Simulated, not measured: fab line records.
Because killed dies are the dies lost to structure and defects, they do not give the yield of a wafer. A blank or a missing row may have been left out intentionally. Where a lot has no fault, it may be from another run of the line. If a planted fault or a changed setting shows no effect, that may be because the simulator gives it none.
fab line records	flow gf180mcu
record: lots: 5	wafers: 15	lastDay: 34
route steps=602 shown HV_LDD@210 NSD@235
lots that met no fault: from a run of the same line without faults
startH: the number of hours between the record's first day and the start of the first shown wafer of the lot	waitH: hours since the lot's step before	" as in the row above	L1.1+2: one row covering several wafers at once	- no value, or no start given	* or withheld: withheld	< > ~ a bound
route shown NAME@n: NAME is a module with steps in the file, n the number in the route of the first one	usual: mean/standard deviation taken from wafers without a fault	same: alike in all rows	chamber/n: place in a boat	sites: readings site by site	_std_site: standard deviation across them	_edge_site: the outer-site mean with the inner-site mean subtracted	radiusMm: how far each site lies from the wafer's centre	mask NAME#n: copy n	behind: the most recent tool/chamber to have shaped the wafer	hold: why the lot was held/for how many hours/how that ended	device: the transistor (n, p or np) that didn't switch	end of line: tests of these same wafers at the route's end	step lacking rows: just its recipe	killed: dies that structure and defects cost at the first sort, which is not the same as the wafer's yield	map: dies across one wafer; x = killed, . = not, _ = none there
set.NAME: the setting as run; set.NAME@STEP: as run at that earlier step	model.NAME: the simulator's own value behind a step, which no gauge read
a table for each step, a row for each wafer; lots at some steps of the route
services: a tool's chamber out of use, with start hour (startH, from the record's first day; less than 0 if before it), hours out, and reason
== steps ==
step: GF_HV_LDD_IMPLANT_34
recipe: species: P	energyKev: 60	doseCm2: 7.5e+12	tiltDeg: 30	rotationDeg: 90
same: implantIonAmu: 31
lot.wafer	tool	chamber	startH	waitH
L077.2+5+6	implanter-04	0	289.76	0.1
L079.3+4+6	implanter-02	0	292.44	0.1
L082.1+2+5	implanter-02	0	316.99	0.1
L092.2+5+6	implanter-02	0	392.91	0.1
L097.1+4+6	implanter-04	0	433.33	0.1
step: GF_HV_LDD_IMPLANT_35
recipe: species: P	energyKev: 60	doseCm2: 7.5e+12	tiltDeg: 30	rotationDeg: 180
same: implantIonAmu: 31
lot.wafer	tool	chamber	startH	waitH
L077.2+5+6	implanter-04	0	289.91	0.1
L079.3+4+6	implanter-02	0	292.59	0.1
L082.1+2+5	implanter-02	0	317.14	0.1
L092.2+5+6	implanter-02	0	393.06	0.1
L097.1+4+6	implanter-04	0	433.48	0.1
step: GF_HV_LDD_IMPLANT_36
recipe: species: P	energyKev: 60	doseCm2: 7.5e+12	tiltDeg: 30	rotationDeg: 270
same: implantIonAmu: 31
lot.wafer	tool	chamber	startH	waitH
L077.2+5+6	implanter-04	0	290.06	0.1
L079.3+4+6	implanter-02	0	292.74	0.1
L082.1+2+5	implanter-02	0	317.29	0.1
L092.2+5+6	implanter-02	0	393.21	0.1
L097.1+4+6	implanter-04	0	433.63	0.1
step: GF_HV_LDD_STRIP_37
recipe: chemistry: O2/N2	powerW: 1400	pressureMtorr: 1500	platenTempC: 250	o2FlowSccm: 3000	n2FlowSccm: 300	overashFraction: 0.5
usual: drypumpMotorCurrentA: 5.7/0.41	heaterPowerW: 339/17	oesProductAu: 0.716/0.0046	stripTimeToEndpointS: 12.63/0.038
lot.wafer	tool	chamber	startH	waitH	drypumpMotorCurrentA	heaterPowerW	oesProductAu	rfHoursCounterH	stripTimeToEndpointS
L077.2	plasmaAsher-03	0	290.19	0.1	6.5	303	0.712	66	12.61
L077.5	"	1	"	"	4.9	369	0.712	-	12.57
L077.6	"	0	"	"	6.5	311	0.725	-	12.62
L079.3	plasmaAsher-03	0	292.87	0.1	6.5	306	0.708	-	12.65
L079.4	"	1	"	"	4.9	358	0.721	-	12.67
L079.6	"	0	"	"	6.5	307	0.715	-	12.67
L082.1	plasmaAsher-02	1	317.44	0.1	5.6	323	0.712	75	12.67
L082.2	"	0	"	"	5.4	321	0.718	75	12.69
L082.5	"	1	"	"	5.6	332	0.711	-	12.69
L092.2	plasmaAsher-04	1	393.33	0.1	5.9	351	0.718	26	12.61
L092.5	"	0	"	"	5.7	359	0.725	-	12.61
L092.6	"	1	"	"	5.9	341	0.715	-	12.60
L097.1	plasmaAsher-03	1	433.78	0.1	5.0	353	0.711	0	12.60
L097.4	"	1	"	"	4.9	352	0.728	-	12.60
L097.6	"	1	"	"	4.9	340	0.717	-	12.60
step: GF_HV_LDD_TW_MEAS_38
usual: HV_LDD_3_TW: 1427/9.7
lot.wafer	tool	chamber	startH	waitH	HV_LDD_3_TW
L077.2	filmMetro-03	-	290.30	0.1	1417
L077.5	"	-	"	"	1421
L077.6	"	-	"	"	1415
L079.3	filmMetro-01	-	292.96	0.1	1410
L079.4	"	-	"	"	1410
L079.6	"	-	"	"	1413
L082.1	filmMetro-03	-	317.54	0.1	1429
L082.2	"	-	"	"	1425
L082.5	"	-	"	"	1425
L092.2	filmMetro-01	-	393.44	0.1	1416
L092.5	"	-	"	"	1424
L092.6	"	-	"	"	1420
L097.1	filmMetro-03	-	433.88	0.1	1432
L097.4	"	-	"	"	1435
L097.6	"	-	"	"	1427
step: GF_HV_LDD_DEHYDRATE_39
recipe: tempC: 200	timeS: 60
lot.wafer	tool	chamber	startH	waitH
L077.2+5+6	lithoTrack-01	0	298.76	8.4
L079.3+4+6	lithoTrack-01	0	301.58	8.6
L082.1+2+5	lithoTrack-04	0	326.66	9.1
L092.2+5+6	lithoTrack-01	0	404.80	11.3
L097.1+4+6	lithoTrack-01	0	445.38	11.5
step: GF_HV_LDD_HMDS_40
recipe: primeTimeS: 60	primeTempC: 120
lot.wafer	tool	chamber	startH	waitH
L077.2+5+6	lithoTrack-01	0	298.91	0.1
L079.3+4+6	lithoTrack-01	0	301.73	0.1
L082.1+2+5	lithoTrack-04	0	326.81	0.1
L092.2+5+6	lithoTrack-01	0	404.95	0.1
L097.1+4+6	lithoTrack-01	0	445.53	0.1
step: GF_HV_LDD_COAT_41
recipe: resist: NOVOLAK	spinRpm: 3000	resistThkNm: 1000
lot.wafer	tool	chamber	startH	waitH
L077.2+5+6	lithoTrack-01	0	299.06	0.1
L079.3+4+6	lithoTrack-01	0	301.88	0.1
L082.1+2+5	lithoTrack-04	0	326.96	0.1
L092.2+5+6	lithoTrack-01	0	405.10	0.1
L097.1+4+6	lithoTrack-01	0	445.68	0.1
step: GF_HV_LDD_SOFTBAKE_42
recipe: tempC: 90	timeS: 60	resist: NOVOLAK
lot.wafer	tool	chamber	startH	waitH
L077.2+5+6	lithoTrack-01	0	299.21	0.1
L079.3+4+6	lithoTrack-01	0	302.03	0.1
L082.1+2+5	lithoTrack-04	0	327.11	0.1
L092.2+5+6	lithoTrack-01	0	405.25	0.1
L097.1+4+6	lithoTrack-01	0	445.83	0.1
step: GF_HV_LDD_EXPOSE_43
recipe: maskId: Pplus_HV_AREA	targetCdNm: 400	na: 0.6	sourceShape: conventional	sigmaOuter: 0.6	doseMj: 140
same: sigmaOuter: 0.6
lot.wafer	tool	chamber	startH	waitH	mask
L077.2+5+6	ilineStepper-01	0	-	-	Pplus_HV_AREA#0
L079.3+4+6	ilineStepper-02	0	-	-	Pplus_HV_AREA#0
L082.1+2+5	ilineStepper-01	0	-	-	Pplus_HV_AREA#0
L092.2+5+6	ilineStepper-01	0	-	-	Pplus_HV_AREA#0
L097.1+4+6	ilineStepper-02	0	-	-	Pplus_HV_AREA#0
step: GF_HV_LDD_PEB_44
recipe: tempC: withheld	timeS: *	resist: NOVOLAK
lot.wafer	tool	chamber	startH	waitH
L077.2+5+6	lithoTrack-01	0	-	-
L079.3+4+6	lithoTrack-01	0	-	-
L082.1+2+5	lithoTrack-04	0	-	-
L092.2+5+6	lithoTrack-04	0	-	-
L097.1+4+6	lithoTrack-04	0	-	-
step: GF_HV_LDD_DEVELOP_45
recipe: developTimeS: 60	devTempC: 23
same: developTimeS: 60
lot.wafer	tool	chamber	startH	waitH
L077.2+5+6	lithoTrack-01	0	309.10	0.1
L079.3+4+6	lithoTrack-01	0	312.28	0.1
L082.1+2+5	lithoTrack-04	0	337.51	0.1
L092.2+5+6	lithoTrack-04	0	415.99	0.1
L097.1+4+6	lithoTrack-04	0	457.91	0.1
step: GF_HV_LDD_CD_MEAS_46
recipe: targetCdNm: 400
usual: cdNm: 399.7/2.3
lot.wafer	tool	chamber	startH	waitH	cdNm
L077.2	cdSem-01	-	309.25	0.1	396.8
L077.5	"	-	"	"	397.0
L077.6	"	-	"	"	398.8
L079.3	cdSem-02	-	312.42	0.1	404.2
L079.4	"	-	"	"	401.3
L079.6	"	-	"	"	403.8
L082.1	cdSem-02	-	337.66	0.1	396.1
L082.2	"	-	"	"	396.1
L082.5	"	-	"	"	397.6
L092.2	cdSem-01	-	416.13	0.1	399.0
L092.5	"	-	"	"	401.0
L092.6	"	-	"	"	400.3
L097.1	cdSem-02	-	458.06	0.1	397.1
L097.4	"	-	"	"	399.4
L097.6	"	-	"	"	400.1
step: GF_HV_LDD_OVL_MEAS_47
usual: HV_LDD_03_OVL: -0.7/1.3
lot.wafer	tool	chamber	startH	waitH	HV_LDD_03_OVL[nm]
L077.2	overlay-02	-	309.36	0.1	-3.2
L077.5	"	-	"	"	-2.4
L077.6	"	-	"	"	-2.2
L079.3	overlay-02	-	312.51	0.1	-0.3
L079.4	"	-	"	"	1.5
L079.6	"	-	"	"	-1.3
L082.1	overlay-01	-	337.78	0.1	-3.1
L082.2	"	-	"	"	-2.8
L082.5	"	-	"	"	-3.0
L092.2	overlay-01	-	416.24	0.1	0.9
L092.5	"	-	"	"	-0.4
L092.6	"	-	"	"	-0.3
L097.1	overlay-02	-	458.18	0.1	-0.8
L097.4	"	-	"	"	0.3
L097.6	"	-	"	"	-1.9
step: GF_HV_LDD_IMPLANT_48
recipe: species: B	energyKev: 25	doseCm2: 3.066e+13	tiltDeg: 7
same: implantIonAmu: 11
lot.wafer	tool	chamber	startH	waitH
L077.2+5+6	implanter-02	0	309.41	0.0
L079.3+4+6	implanter-02	0	312.59	0.1
L082.1+2+5	implanter-02	0	337.82	0.0
L092.2+5+6	implanter-04	0	416.29	0.0
L097.1+4+6	implanter-03	0	458.22	0.0
step: GF_HV_LDD_STRIP_49
recipe: chemistry: O2/N2	powerW: 1400	pressureMtorr: 1500	platenTempC: 250	o2FlowSccm: 3000	n2FlowSccm: 300	overashFraction: 0.5
usual: drypumpMotorCurrentA: 5.6/0.5	heaterPowerW: 331/17	oesProductAu: 0.715/0.0043	stripTimeToEndpointS: 12.62/0.031
lot.wafer	tool	chamber	startH	waitH	drypumpMotorCurrentA	heaterPowerW	oesProductAu	rfHoursCounterH	stripTimeToEndpointS
L077.2	plasmaAsher-02	0	309.54	0.1	5.5	335	0.720	74	12.61
L077.5	"	0	"	"	5.5	335	0.710	-	12.60
L077.6	"	1	"	"	5.6	325	0.717	-	12.63
L079.3	plasmaAsher-02	1	312.72	0.1	5.6	329	0.716	-	12.60
L079.4	"	0	"	"	5.4	330	0.713	-	12.60
L079.6	"	1	"	"	5.5	322	0.716	-	12.63
L082.1	plasmaAsher-02	0	337.97	0.1	5.4	331	0.717	78	12.66
L082.2	"	1	"	"	5.6	329	0.714	78	12.67
L082.5	"	0	"	"	5.4	335	0.717	-	12.63
L092.2	plasmaAsher-02	0	416.42	0.1	5.4	333	0.721	88	12.61
L092.5	"	1	"	"	5.6	331	0.711	-	12.62
L092.6	"	0	"	"	5.4	338	0.719	-	12.62
L097.1	plasmaAsher-03	1	458.37	0.1	4.9	334	0.718	3	12.67
L097.4	"	1	"	"	4.9	342	0.708	-	12.67
L097.6	"	0	"	"	6.5	300	0.716	-	12.66
step: GF_HV_LDD_TW_MEAS_50
usual: HV_LDD_4_TW: 570/4.2
lot.wafer	tool	chamber	startH	waitH	HV_LDD_4_TW
L077.2	filmMetro-02	-	309.65	0.1	573
L077.5	"	-	"	"	572
L077.6	"	-	"	"	574
L079.3	filmMetro-03	-	312.81	0.1	567
L079.4	"	-	"	"	567
L079.6	"	-	"	"	572
L082.1	filmMetro-02	-	338.07	0.1	572
L082.2	"	-	"	"	572
L082.5	"	-	"	"	570
L092.2	filmMetro-01	-	416.53	0.1	567
L092.5	"	-	"	"	565
L092.6	"	-	"	"	566
L097.1	filmMetro-01	-	458.47	0.1	566
L097.4	"	-	"	"	562
L097.6	"	-	"	"	566
step: GF_HV_LDD_CLEAN_51
recipe: chemistry: SC1/SC2	mix: 1:4:20	tempC: 70	timeS: 150	dry: n2Spin
lot.wafer	tool	chamber	startH	waitH
L077.2+5+6	wetBench-02	3	309.70	0.0
L079.3+4+6	wetBench-01	0	312.85	0.0
L082.1+2+5	wetBench-04	2	338.13	0.1
L092.2+5+6	wetBench-04	1	416.58	0.0
L097.1+4+6	wetBench-04	0	458.53	0.1
step: GF_HV_LDD_RTA_52
recipe: tempC: 1000	timeS: 10	ambient: N2
usual: lampPowerPct: 36/3.3	wafer_temp_C_max: 1005.0/1.1
lot.wafer	tool	chamber	startH	waitH	lampPowerPct	wafer_temp_C_max
L077.2	rtpAnneal-01	0	309.76	0.0	33	1005.9
L077.5	"	0	"	"	33	1006.6
L077.6	"	0	"	"	33	1007.4
L079.3	rtpAnneal-02	0	312.92	0.0	39	1003.5
L079.4	"	0	"	"	39	1004.1
L079.6	"	0	"	"	39	1003.8
L082.1	rtpAnneal-02	0	338.18	0.0	39	1005.3
L082.2	"	0	"	"	39	1005.0
L082.5	"	0	"	"	39	1005.1
L092.2	rtpAnneal-01	0	416.65	0.0	33	1005.3
L092.5	"	0	"	"	33	1005.6
L092.6	"	0	"	"	33	1006.5
L097.1	rtpAnneal-01	0	458.58	0.0	33	1004.2
L097.4	"	0	"	"	33	1004.2
L097.6	"	0	"	"	33	1004.3
step: GF_HV_LDD_RS_MEAS_53
recipe: thkMeasGauge: four-point-probe
usual: HV_LDD_RS: 418.7/0.83
lot.wafer	tool	chamber	startH	waitH	HV_LDD_RS[ohm/sq]
L077.2	filmMetro-03	-	309.83	0.1	417.7
L077.5	"	-	"	"	418.3
L077.6	"	-	"	"	418.3
L079.3	filmMetro-01	-	313.00	0.1	419.5
L079.4	"	-	"	"	417.8
L079.6	"	-	"	"	419.8
L082.1	filmMetro-03	-	338.25	0.1	419.5
L082.2	"	-	"	"	418.0
L082.5	"	-	"	"	418.7
L092.2	filmMetro-01	-	416.78	0.1	420.3
L092.5	"	-	"	"	419.4
L092.6	"	-	"	"	420.6
L097.1	filmMetro-03	-	458.64	0.1	419.4
L097.4	"	-	"	"	417.5
L097.6	"	-	"	"	418.1
step: GF_HV_LDD_CVD_54
recipe: material: SiO2	targetThkNm: 10	precursor: TEOS	tempC: 680	timeS: 75	pressureMtorr: 400
usual: pressureMtorr: 399.9/0.95	zonePowerLowerPct: 11.6/0.99	zonePowerUpperPct: 10.7/1.3
lot.wafer	tool	chamber	startH	waitH	pressureMtorr	zonePowerLowerPct	zonePowerUpperPct
L077.2	lpcvd-01	1	309.93	0.1	399.0	10.5	8.6
L077.5	"	1	"	"	399.3	10.4	8.6
L077.6	"	1	"	"	399.8	10.5	8.5
L079.3	lpcvd-02	0	313.97	0.9	400.0	11.0	12.0
L079.4	"	0	"	"	399.5	10.9	12.1
L079.6	"	0	"	"	400.1	11.0	11.9
L082.1	lpcvd-02	1	338.49	0.2	398.2	11.6	11.3
L082.2	"	1	"	"	399.2	11.7	11.3
L082.5	"	1	"	"	399.9	11.5	11.7
L092.2	lpcvd-01	0	416.88	0.1	399.1	13.1	9.9
L092.5	"	0	"	"	400.7	13.1	9.9
L092.6	"	0	"	"	400.5	13.0	9.9
L097.1	lpcvd-01	1	458.76	0.1	399.0	10.4	8.5
L097.4	"	1	"	"	400.1	10.5	8.4
L097.6	"	1	"	"	399.5	10.6	8.6
step: GF_HV_LDD_THK_MEAS_55
recipe: reads: SiO2_of_HV_LDD_CVD_54
usual: HV_LDD_CVD_54_THK: 9.91/0.15
lot.wafer	tool	chamber	startH	waitH	HV_LDD_CVD_54_THK[nm]
L077.2	filmMetro-02	-	311.47	0.0	9.98
L077.5	"	-	"	"	9.92
L077.6	"	-	"	"	9.97
L079.3	filmMetro-03	-	315.01	0.0	10.03
L079.4	"	-	"	"	9.88
L079.6	"	-	"	"	10.02
L082.1	filmMetro-03	-	339.51	0.0	9.77
L082.2	"	-	"	"	9.77
L082.5	"	-	"	"	9.80
L092.2	filmMetro-01	-	417.91	0.0	10.02
L092.5	"	-	"	"	10.03
L092.6	"	-	"	"	10.01
L097.1	filmMetro-03	-	459.78	0.0	10.08
L097.4	"	-	"	"	10.04
L097.6	"	-	"	"	10.00
step: GF_HV_LDD_CVD_56
recipe: material: Si3N4	precursor: DCS/NH3	targetThkNm: 90	tempC: 770	timeS: 1543	pressureMtorr: 250
usual: pressureMtorr: 250.0/0.54	zonePowerLowerPct: 14.7/1.4	zonePowerUpperPct: 13.1/1.7
lot.wafer	tool	chamber	startH	waitH	pressureMtorr	zonePowerLowerPct	zonePowerUpperPct
L077.2	lpcvd-01	0	311.52	0.0	250.2	16.6	12.4
L077.5	"	0	"	"	250.0	16.8	12.6
L077.6	"	0	"	"	249.6	16.2	12.5
L079.3	lpcvd-01	1	315.67	0.6	250.0	13.2	11.0
L079.4	"	1	"	"	249.4	13.2	11.0
L079.6	"	1	"	"	250.3	13.3	10.8
L082.1	lpcvd-01	1	340.98	1.5	250.4	13.3	10.8
L082.2	"	1	"	"	250.0	13.4	10.7
L082.5	"	1	"	"	249.6	13.1	10.8
L092.2	lpcvd-02	0	417.96	0.0	250.1	13.9	14.9
L092.5	"	0	"	"	249.9	13.8	15.2
L092.6	"	0	"	"	250.6	14.0	15.1
L097.1	lpcvd-02	1	459.84	0.1	250.3	14.6	14.2
L097.4	"	1	"	"	250.4	14.8	14.4
L097.6	"	1	"	"	250.8	14.6	14.5
step: GF_HV_LDD_THK_MEAS_57
recipe: reads: Si3N4_of_HV_LDD_CVD_56
usual: HV_LDD_CVD_56_THK: 89.8/0.73
lot.wafer	tool	chamber	startH	waitH	HV_LDD_CVD_56_THK[nm]
L077.2	filmMetro-02	-	313.68	0.0	88.6
L077.5	"	-	"	"	88.5
L077.6	"	-	"	"	88.1
L079.3	filmMetro-02	-	317.83	0.0	90.0
L079.4	"	-	"	"	89.4
L079.6	"	-	"	"	89.6
L082.1	filmMetro-01	-	343.12	0.0	88.9
L082.2	"	-	"	"	89.5
L082.5	"	-	"	"	89.4
L092.2	filmMetro-03	-	419.40	0.0	89.6
L092.5	"	-	"	"	89.0
L092.6	"	-	"	"	89.8
L097.1	filmMetro-02	-	461.99	0.0	90.7
L097.4	"	-	"	"	90.7
L097.6	"	-	"	"	91.2
step: GF_HV_LDD_ETCHBACK_58
recipe: chemistry: CH3F/O2	target: Si3N4	stopOn: SiO2	sourceW: 400	biasW: 80	pressureMtorr: 25	ch3fFlowSccm: 40	O2_flow_sccm: 30	timeS: 100	targetDepthA: 900
usual: drypumpMotorCurrentA: 5.9/0.41	oesProductAu: 0.841/0.0064	throttleValvePct: 10.560/0.0086
lot.wafer	tool	chamber	startH	waitH	drypumpMotorCurrentA	oesProductAu	rfHoursCounterH	throttleValvePct
L077.2	rieDiel-03	3	313.73	0.0	6.0	0.835	9	10.564
L077.5	"	0	"	"	6.5	0.829	-	10.560
L077.6	"	1	"	"	5.6	0.830	-	10.562
L079.3	rieDiel-01	1	317.87	0.0	5.7	0.854	121	10.572
L079.4	"	2	"	"	5.6	0.838	103	10.561
L079.6	"	2	"	"	5.6	0.837	-	10.544
L082.1	rieDiel-01	0	343.18	0.1	6.4	0.835	86	10.568
L082.2	"	3	"	"	5.2	0.829	58	10.562
L082.5	"	0	"	"	6.4	0.840	-	10.563
L092.2	rieDiel-01	0	419.45	0.0	6.4	0.844	88	10.544
L092.5	"	2	"	"	5.6	0.837	-	10.553
L092.6	"	3	"	"	5.2	0.840	-	10.576
L097.1	rieDiel-02	0	462.05	0.1	6.0	0.854	71	10.551
L097.4	"	2	"	"	6.4	0.854	19	10.554
L097.6	"	3	"	"	5.3	0.849	-	10.575
step: GF_NSD_DEHYDRATE_00
recipe: tempC: 200	timeS: 60
lot.wafer	tool	chamber	startH	waitH
L077.2+5+6	lithoTrack-02	0	322.05	8.3
L079.3+4+6	lithoTrack-02	0	327.32	9.4
L082.1+2+5	lithoTrack-02	0	352.27	9.1
L092.2+5+6	lithoTrack-02	0	431.59	12.1
L097.1+4+6	lithoTrack-04	0	472.86	10.8
step: GF_NSD_HMDS_01
recipe: primeTimeS: 60	primeTempC: 120
lot.wafer	tool	chamber	startH	waitH
L077.2+5+6	lithoTrack-02	0	322.20	0.1
L079.3+4+6	lithoTrack-02	0	327.47	0.1
L082.1+2+5	lithoTrack-02	0	352.42	0.1
L092.2+5+6	lithoTrack-02	0	431.74	0.1
L097.1+4+6	lithoTrack-04	0	473.01	0.1
step: GF_NSD_COAT_02
recipe: resist: NOVOLAK	spinRpm: 3000	resistThkNm: 1000
lot.wafer	tool	chamber	startH	waitH
L077.2+5+6	lithoTrack-02	0	322.35	0.1
L079.3+4+6	lithoTrack-02	0	327.62	0.1
L082.1+2+5	lithoTrack-02	0	352.57	0.1
L092.2+5+6	lithoTrack-02	0	431.89	0.1
L097.1+4+6	lithoTrack-04	0	473.16	0.1
step: GF_NSD_SOFTBAKE_03
recipe: tempC: 90	timeS: 60	resist: NOVOLAK
lot.wafer	tool	chamber	startH	waitH
L077.2+5+6	lithoTrack-02	0	322.50	0.1
L079.3+4+6	lithoTrack-02	0	327.77	0.1
L082.1+2+5	lithoTrack-02	0	352.72	0.1
L092.2+5+6	lithoTrack-02	0	432.04	0.1
L097.1+4+6	lithoTrack-04	0	473.31	0.1
step: GF_NSD_EXPOSE_04
recipe: maskId: Nplus	targetCdNm: 400	na: 0.6	sourceShape: conventional	sigmaOuter: 0.6	doseMj: 140
same: sigmaOuter: 0.6
lot.wafer	tool	chamber	startH	waitH	mask
L077.2+5+6	ilineStepper-01	0	-	-	Nplus#0
L079.3+4+6	ilineStepper-02	0	-	-	Nplus#0
L082.1+2+5	ilineStepper-02	0	-	-	Nplus#0
L092.2+5+6	ilineStepper-01	0	-	-	Nplus#0
L097.1+4+6	ilineStepper-02	0	-	-	Nplus#0
step: GF_NSD_PEB_05
recipe: tempC: withheld	timeS: *	resist: NOVOLAK
lot.wafer	tool	chamber	startH	waitH
L077.2+5+6	lithoTrack-03	0	-	-
L079.3+4+6	lithoTrack-04	0	-	-
L082.1+2+5	lithoTrack-03	0	-	-
L092.2+5+6	lithoTrack-04	0	-	-
L097.1+4+6	lithoTrack-03	0	-	-
step: GF_NSD_DEVELOP_06
recipe: developTimeS: 60	devTempC: 23
same: developTimeS: 60
lot.wafer	tool	chamber	startH	waitH
L077.2+5+6	lithoTrack-03	0	332.83	0.1
L079.3+4+6	lithoTrack-04	0	338.16	0.1
L082.1+2+5	lithoTrack-03	0	363.00	0.1
L092.2+5+6	lithoTrack-04	0	444.14	0.1
L097.1+4+6	lithoTrack-03	0	485.70	0.1
step: GF_NSD_CD_MEAS_07
recipe: targetCdNm: 400
usual: cdNm: 399.7/2.1
lot.wafer	tool	chamber	startH	waitH	cdNm
L077.2	cdSem-02	-	332.98	0.1	397.7
L077.5	"	-	"	"	402.1
L077.6	"	-	"	"	398.4
L079.3	cdSem-01	-	338.30	0.1	398.5
L079.4	"	-	"	"	400.5
L079.6	"	-	"	"	397.0
L082.1	cdSem-01	-	363.15	0.1	397.8
L082.2	"	-	"	"	396.8
L082.5	"	-	"	"	398.3
L092.2	cdSem-01	-	444.28	0.1	400.5
L092.5	"	-	"	"	399.1
L092.6	"	-	"	"	399.2
L097.1	cdSem-01	-	485.85	0.1	401.7
L097.4	"	-	"	"	402.0
L097.6	"	-	"	"	400.4
step: GF_NSD_OVL_MEAS_08
usual: NSD_OVL: 0.4/1.3
lot.wafer	tool	chamber	startH	waitH	NSD_OVL[nm]
L077.2	overlay-01	-	333.08	0.1	-0.6
L077.5	"	-	"	"	-1.4
L077.6	"	-	"	"	-0.9
L079.3	overlay-01	-	338.40	0.1	1.1
L079.4	"	-	"	"	0.4
L079.6	"	-	"	"	-0.7
L082.1	overlay-02	-	363.27	0.1	1.6
L082.2	"	-	"	"	0.7
L082.5	"	-	"	"	0.4
L092.2	overlay-01	-	444.39	0.1	-0.3
L092.5	"	-	"	"	0.5
L092.6	"	-	"	"	1.3
L097.1	overlay-01	-	485.97	0.1	1.7
L097.4	"	-	"	"	2.5
L097.6	"	-	"	"	0.5
== services ==
tool	chamber	startH	hours	kind
implanter-04	-	266.42	3.2	pm
rieDiel-01	3	270.36	4.3	repair
implanter-03	-	276.29	1.7	repair
implanter-04	-	307.95	91.4	repair
lpcvd-02	-	309.90	0.5	repair
ilineStepper-01	-	323.29	1.7	pm
ilineStepper-02	-	329.27	1.7	pm
implanter-04	-	340.88	2.8	repair
rieDiel-01	3	345.01	2.5	repair
wetBench-04	-	358.88	1.9	repair
rieDiel-01	2	374.75	4.9	repair
rieDiel-01	1	384.57	7.7	repair
implanter-02	-	393.68	2.1	repair
implanter-02	-	396.69	3.0	pm
implanter-04	-	397.08	0.9	repair
implanter-04	-	399.54	6.1	pm
lpcvd-02	-	401.93	1.0	repair
plasmaAsher-03	-	401.96	0.8	repair
rieDiel-01	1	408.70	15.0	repair
plasmaAsher-03	-	421.25	9.0	pm
lpcvd-01	-	426.86	2.8	pm
rieDiel-01	-	439.68	0.6	repair
ilineStepper-01	-	444.30	1.8	repair
rtpAnneal-02	-	453.98	1.6	repair
== key ==
fault none
